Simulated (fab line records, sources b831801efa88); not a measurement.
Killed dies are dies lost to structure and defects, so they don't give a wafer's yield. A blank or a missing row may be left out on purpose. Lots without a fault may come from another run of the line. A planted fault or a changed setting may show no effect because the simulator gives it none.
Which tool did it? | flow sky130 | 14 lots, 42 wafers sampled, at 7 steps of a route of 708

WHAT THE GAUGES READ, wafer by wafer
The record holds no reading of a measuring or inspecting step that can be judged against a usual standard deviation.

WHICH TOOL RAN EACH LOT (tool, then ch and the chambers of the sampled wafers, then the start)
lot  | SKY_CONTACT_ETCH_18                           | SKY_METAL1_ETCH_18                | SKY_VIA1_ETCH_15                   | SKY_VIA1_STRIP_16                    | SKY_VIA1_CVD_21               | SKY_METAL2_SPUTTER_00        | SKY_METAL2_SPUTTER_01
L222 | rie_diel-02 ch 0,1,3, day 32 22:11 or earlier | rie_metal-01 ch 0,1, day 32 22:11 | rie_diel-04 ch 1,2, day 34 02:58   | plasma_asher-01 ch 0,1, day 34 03:01 | cvd_w-01 ch 0,1, day 34 03:40 | pvd_sputter-02, day 34 04:31 | pvd_sputter-02, day 34 04:32
L221 | rie_diel-04 ch 0,1,2, day 32 22:58 or earlier | rie_metal-04 ch 0,1, day 32 22:58 | rie_diel-03 ch 0,1,2, day 34 04:34 | plasma_asher-02 ch 0,1, day 34 04:37 | cvd_w-01 ch 0,1, day 34 05:17 | pvd_sputter-03, day 34 06:31 | pvd_sputter-03, day 34 06:32
L226 | rie_diel-04 ch 0,2,3, day 34 11:31 or earlier | rie_metal-04 ch 0, day 34 11:31   | rie_diel-01 ch 1,2,3, day 35 15:16 | plasma_asher-02 ch 0,1, day 35 15:19 | cvd_w-02 ch 0,1, day 35 15:58 | pvd_sputter-02, day 35 16:32 | pvd_sputter-02, day 35 16:34
L225 | rie_diel-04 ch 2,3, day 34 15:13 or earlier   | rie_metal-03 ch 1, day 34 15:13   | rie_diel-03 ch 1,2,3, day 35 18:16 | plasma_asher-01 ch 0,1, day 35 18:19 | cvd_w-01 ch 0,1, day 35 18:59 | pvd_sputter-03, day 35 19:34 | pvd_sputter-03, day 35 19:35
L227 | rie_diel-01 ch 2,3, day 34 15:35 or earlier   | rie_metal-01 ch 0,1, day 34 15:35 | rie_diel-04 ch 1,3, day 35 19:55   | plasma_asher-02 ch 0,1, day 35 19:59 | cvd_w-02 ch 0,1, day 35 21:05 | pvd_sputter-01, day 35 21:37 | pvd_sputter-01, day 35 21:39
L230 | rie_diel-01 ch 2,3, day 36 00:59 or earlier   | rie_metal-03 ch 0,1, day 36 00:59 | rie_diel-01 ch 0,2,3, day 37 04:45 | plasma_asher-01 ch 0,1, day 37 04:48 | cvd_w-01 ch 0,1, day 37 05:27 | pvd_sputter-03, day 37 06:02 | pvd_sputter-03, day 37 06:03
L231 | rie_diel-02 ch 1,2,3, day 36 01:20 or earlier | rie_metal-04 ch 0,1, day 36 01:20 | rie_diel-01 ch 0,2,3, day 37 05:27 | plasma_asher-02 ch 0,1, day 37 05:30 | cvd_w-01 ch 0,1, day 37 06:09 | pvd_sputter-01, day 37 06:44 | pvd_sputter-01, day 37 06:45
L234 | rie_diel-04 ch 1,2,3, day 36 17:40 or earlier | rie_metal-03 ch 0,1, day 36 17:40 | rie_diel-04 ch 0,2,3, day 37 21:10 | plasma_asher-02 ch 0,1, day 37 21:13 | cvd_w-01 ch 0,1, day 37 21:52 | pvd_sputter-03, day 37 22:26 | pvd_sputter-03, day 37 22:28
L235 | rie_diel-04 ch 0,1,3, day 37 03:08 or earlier | rie_metal-04 ch 0,1, day 37 03:08 | rie_diel-03 ch 1,3, day 38 06:27   | plasma_asher-03 ch 0,1, day 38 06:30 | cvd_w-01 ch 0,1, day 38 07:09 | pvd_sputter-02, day 38 07:44 | pvd_sputter-02, day 38 07:45
L238 | rie_diel-01 ch 0,1, day 38 18:14 or earlier   | rie_metal-03 ch 0,1, day 38 18:14 | rie_diel-03 ch 2,3, day 39 20:43   | plasma_asher-01 ch 0,1, day 39 20:48 | cvd_w-02 ch 0,1, day 39 21:29 | pvd_sputter-02, day 39 22:02 | pvd_sputter-02, day 39 22:03
L241 | rie_diel-04 ch 1,2,3, day 39 01:50 or earlier | rie_metal-04 ch 0,1, day 39 01:50 | rie_diel-04 ch 2,3, day 40 04:52   | plasma_asher-02 ch 0,1, day 40 04:55 | cvd_w-01 ch 1, day 40 05:43   | pvd_sputter-01, day 40 06:23 | pvd_sputter-01, day 40 06:24
L242 | rie_diel-04 ch 2,3, day 39 07:29 or earlier   | rie_metal-03 ch 0,1, day 39 07:29 | rie_diel-04 ch 1,2,3, day 40 09:04 | plasma_asher-03 ch 0,1, day 40 09:07 | cvd_w-02 ch 0, day 40 09:47   | pvd_sputter-02, day 40 10:22 | pvd_sputter-02, day 40 10:23
L243 | rie_diel-04 ch 0,1,3, day 39 08:38 or earlier | rie_metal-01 ch 0,1, day 39 08:38 | rie_diel-03 ch 0,1, day 40 09:58   | plasma_asher-03 ch 0,1, day 40 10:01 | cvd_w-02 ch 0,1, day 40 10:46 | pvd_sputter-02, day 40 11:21 | pvd_sputter-02, day 40 11:22
L244 | rie_diel-02 ch 0,1,3, day 39 18:50 or earlier | rie_metal-03 ch 1, day 39 18:50   | rie_diel-04 ch 1,3, day 40 20:10   | plasma_asher-01 ch 0,1, day 40 20:13 | cvd_w-01 ch 0, day 40 20:53   | pvd_sputter-01, day 40 21:32 | pvd_sputter-01, day 40 21:34
- SKY_CONTACT_ETCH_18: etches Si3N4 in CHF3/O2, stops on TiN, time 39 s, target depth 75 nm.
- SKY_METAL1_ETCH_18: etches BARC in N2/H2, stops on SiO2, time 45.9 s, target depth 60 nm.
- SKY_VIA1_ETCH_15: etches SiO2 in C4F8/O2/Ar, stops on TiN, target depth 351 nm, time 54 s.
- SKY_VIA1_STRIP_16: strips in O2/N2.
- SKY_VIA1_CVD_21: deposits W, target thk 270 nm, time 80.902 s.
- SKY_METAL2_SPUTTER_00: material Ti, target thk 15 nm, time 10 s.
- SKY_METAL2_SPUTTER_01: material TiN, target thk 20 nm, time 16.7 s.

WHAT THE TOOLS THEMSELVES READ (means of the sampled wafers that have a number; where no wafer has one, the mark that the record gives instead)
SKY_CONTACT_ETCH_18. Usual: drypump_motor_current_A 5.7 A, standard deviation 0.4; oes_product_au 0.855 a.u., standard deviation 0.0075; throttle_valve_pct 8.792 %, standard deviation 0.0098.
lot  | tool        | drypump_motor_current_A (A) | oes_product_au (a.u.) | throttle_valve_pct (%) | flag
L222 | rie_diel-02 | 5.8                         | 0.847                 | 8.787                  |
L221 | rie_diel-04 | 5.6                         | 0.851                 | 8.791                  |
L226 | rie_diel-04 | 5.9                         | 0.857                 | 8.795                  |
L225 | rie_diel-04 | 6.0                         | 0.852                 | 8.791                  |
L227 | rie_diel-01 | 5.3                         | 0.859                 | 8.797                  |
L230 | rie_diel-01 | 5.4                         | 0.853                 | 8.786                  |
L231 | rie_diel-02 | 5.7                         | 0.854                 | 8.790                  |
L234 | rie_diel-04 | 6.0                         | 0.856                 | 8.799                  |
L235 | rie_diel-04 | 5.9                         | 0.863                 | 8.797                  |
L238 | rie_diel-01 | 5.8                         | 0.852                 | 8.781                  |
L241 | rie_diel-04 | 5.9                         | 0.854                 | 8.798                  |
L242 | rie_diel-04 | 6.2                         | 0.854                 | 8.789                  |
L243 | rie_diel-04 | 5.9                         | 0.850                 | 8.790                  |
L244 | rie_diel-02 | 5.8                         | 0.856                 | 8.798                  |

SKY_METAL1_ETCH_18. Usual: drypump_motor_current_A 5.6 A, standard deviation 0.38; oes_product_au 0.855 a.u., standard deviation 0.004; throttle_valve_pct 13.224 %, standard deviation 0.009.
lot  | tool         | drypump_motor_current_A (A) | oes_product_au (a.u.) | throttle_valve_pct (%) | flag
L222 | rie_metal-01 | 5.5                         | 0.854                 | 13.222                 |
L221 | rie_metal-04 | 6.0                         | 0.854                 | 13.231                 |
L226 | rie_metal-04 | 5.2                         | 0.854                 | 13.214                 |
L225 | rie_metal-03 | 5.9                         | 0.853                 | 13.216                 |
L227 | rie_metal-01 | 5.5                         | 0.855                 | 13.222                 |
L230 | rie_metal-03 | 5.5                         | 0.852                 | 13.237                 |
L231 | rie_metal-04 | 5.7                         | 0.849                 | 13.218                 |
L234 | rie_metal-03 | 5.5                         | 0.856                 | 13.225                 |
L235 | rie_metal-04 | 5.6                         | 0.857                 | 13.220                 |
L238 | rie_metal-03 | 5.5                         | 0.858                 | 13.227                 |
L241 | rie_metal-04 | 5.6                         | 0.855                 | 13.222                 |
L242 | rie_metal-03 | 5.7                         | 0.856                 | 13.230                 |
L243 | rie_metal-01 | 5.5                         | 0.855                 | 13.223                 |
L244 | rie_metal-03 | 5.9                         | 0.857                 | 13.226                 |

SKY_VIA1_ETCH_15. Usual: oes_product_au 0.983 a.u., standard deviation 0.0059.
lot  | tool        | oes_product_au (a.u.) | flag
L222 | rie_diel-04 | 0.988                 |
L221 | rie_diel-03 | 0.982                 |
L226 | rie_diel-01 | 0.985                 |
L225 | rie_diel-03 | 0.983                 |
L227 | rie_diel-04 | 0.981                 |
L230 | rie_diel-01 | 0.946                 | OFF
L231 | rie_diel-01 | 0.953                 | OFF
L234 | rie_diel-04 | 0.981                 |
L235 | rie_diel-03 | 0.983                 |
L238 | rie_diel-03 | 0.986                 |
L241 | rie_diel-04 | 0.985                 |
L242 | rie_diel-04 | 0.986                 |
L243 | rie_diel-03 | 0.979                 |
L244 | rie_diel-04 | 0.985                 |

SKY_VIA1_STRIP_16. Usual: drypump_motor_current_A 5.7 A, standard deviation 0.5; oes_product_au 0.416 a.u., standard deviation 0.0045; strip_time_to_endpoint_s 4.458 s, standard deviation 0.027.
lot  | tool            | drypump_motor_current_A (A) | oes_product_au (a.u.) | strip_time_to_endpoint_s (s) | flag
L222 | plasma_asher-01 | 5.6                         | 0.409                 | 4.430                        |
L221 | plasma_asher-02 | 5.2                         | 0.413                 | 4.431                        |
L226 | plasma_asher-02 | 5.4                         | 0.420                 | 4.461                        |
L225 | plasma_asher-01 | 6.0                         | 0.414                 | 4.453                        |
L227 | plasma_asher-02 | 5.2                         | 0.417                 | 4.473                        |
L230 | plasma_asher-01 | 5.7                         | 0.420                 | 4.518                        |
L231 | plasma_asher-02 | 5.4                         | 0.420                 | 4.495                        |
L234 | plasma_asher-02 | 5.4                         | 0.418                 | 4.456                        |
L235 | plasma_asher-03 | 6.1                         | 0.412                 | 4.453                        |
L238 | plasma_asher-01 | 5.7                         | 0.409                 | 4.461                        |
L241 | plasma_asher-02 | 5.2                         | 0.416                 | 4.471                        |
L242 | plasma_asher-03 | 6.1                         | 0.417                 | 4.446                        |
L243 | plasma_asher-03 | 6.1                         | 0.414                 | 4.474                        |
L244 | plasma_asher-01 | 6.0                         | 0.417                 | 4.486                        |

SKY_VIA1_CVD_21. Usual: heater_power_w 881 W, standard deviation 89.
lot  | tool     | heater_power_w (W) | flag
L222 | cvd_w-01 | 834                |
L221 | cvd_w-01 | 831                |
L226 | cvd_w-02 | 875                |
L225 | cvd_w-01 | 836                |
L227 | cvd_w-02 | 904                |
L230 | cvd_w-01 | 844                |
L231 | cvd_w-01 | 822                |
L234 | cvd_w-01 | 838                |
L235 | cvd_w-01 | 831                |
L238 | cvd_w-02 | 895                |
L241 | cvd_w-01 | 794                |
L242 | cvd_w-02 | 1029               |
L243 | cvd_w-02 | 904                |
L244 | cvd_w-01 | 777                |

SKY_METAL2_SPUTTER_00. Usual: throttle_valve_pct 29.8 %, standard deviation 1.
lot  | tool           | throttle_valve_pct (%) | flag
L222 | pvd_sputter-02 | 30.3                   |
L221 | pvd_sputter-03 | 30.6                   |
L226 | pvd_sputter-02 | 30.1                   |
L225 | pvd_sputter-03 | 30.5                   |
L227 | pvd_sputter-01 | 28.9                   |
L230 | pvd_sputter-03 | 30.8                   |
L231 | pvd_sputter-01 | 28.2                   |
L234 | pvd_sputter-03 | 30.6                   |
L235 | pvd_sputter-02 | 30.7                   |
L238 | pvd_sputter-02 | 30.8                   |
L241 | pvd_sputter-01 | 28.5                   |
L242 | pvd_sputter-02 | 30.1                   |
L243 | pvd_sputter-02 | 30.4                   |
L244 | pvd_sputter-01 | 28.6                   |

SKY_METAL2_SPUTTER_01. Usual: throttle_valve_pct 29.8 %, standard deviation 1.
lot  | tool           | throttle_valve_pct (%) | flag
L222 | pvd_sputter-02 | 30.2                   |
L221 | pvd_sputter-03 | 30.7                   |
L226 | pvd_sputter-02 | 30.1                   |
L225 | pvd_sputter-03 | 30.6                   |
L227 | pvd_sputter-01 | 28.6                   |
L230 | pvd_sputter-03 | 30.6                   |
L231 | pvd_sputter-01 | 28.4                   |
L234 | pvd_sputter-03 | 30.6                   |
L235 | pvd_sputter-02 | 30.6                   |
L238 | pvd_sputter-02 | 30.7                   |
L241 | pvd_sputter-01 | 28.6                   |
L242 | pvd_sputter-02 | 30.0                   |
L243 | pvd_sputter-02 | 30.2                   |
L244 | pvd_sputter-01 | 28.5                   |

THE ANSWER, worked out from the rows above alone
Rule: a lot is off if the mean of its wafers that have a number lies more than 3 standard deviations from the usual mean. A lot without any number at a reading at which 4 lots or more have one is off too. The other lots that the step has rows for count as sound. The gauges are gone through in route order, then the tools' own readings, and for those a lot's mean is taken as printed above. The first step at which some lot is off is used, and at that step the reading that is off furthest; a lot without a number counts as furthest.
Off: L230, L231, at SKY_VIA1_ETCH_15 (oes_product_au).
A tool fits if, at that step or a process step before it, it ran every lot that is off, and no sound lot after the first of them. SKY_CONTACT_ETCH_18 gives no start for some lots, so the hours and the order of its lots are those of SKY_METAL1_ETCH_18. One fits: rie_diel-01 at SKY_VIA1_ETCH_15. Its last sound lot is L226 (day 35 15:16), its first lot that is off L230 (day 37 04:45): a fault that began between those two fits.
The tool's own readings at SKY_VIA1_ETCH_15 bear it out: on the lots that are off they differ by more than 5 times the standard deviation of the sound lots' means. oes_product_au reads 0.950 a.u. there against 0.984 a.u. on the sound lots.

WHAT THE SIMULATOR HAD PUT IN
Process parameter drift: rie_diel-01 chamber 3, from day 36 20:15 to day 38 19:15, at SKY_VIA1_ETCH_15. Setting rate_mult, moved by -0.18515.
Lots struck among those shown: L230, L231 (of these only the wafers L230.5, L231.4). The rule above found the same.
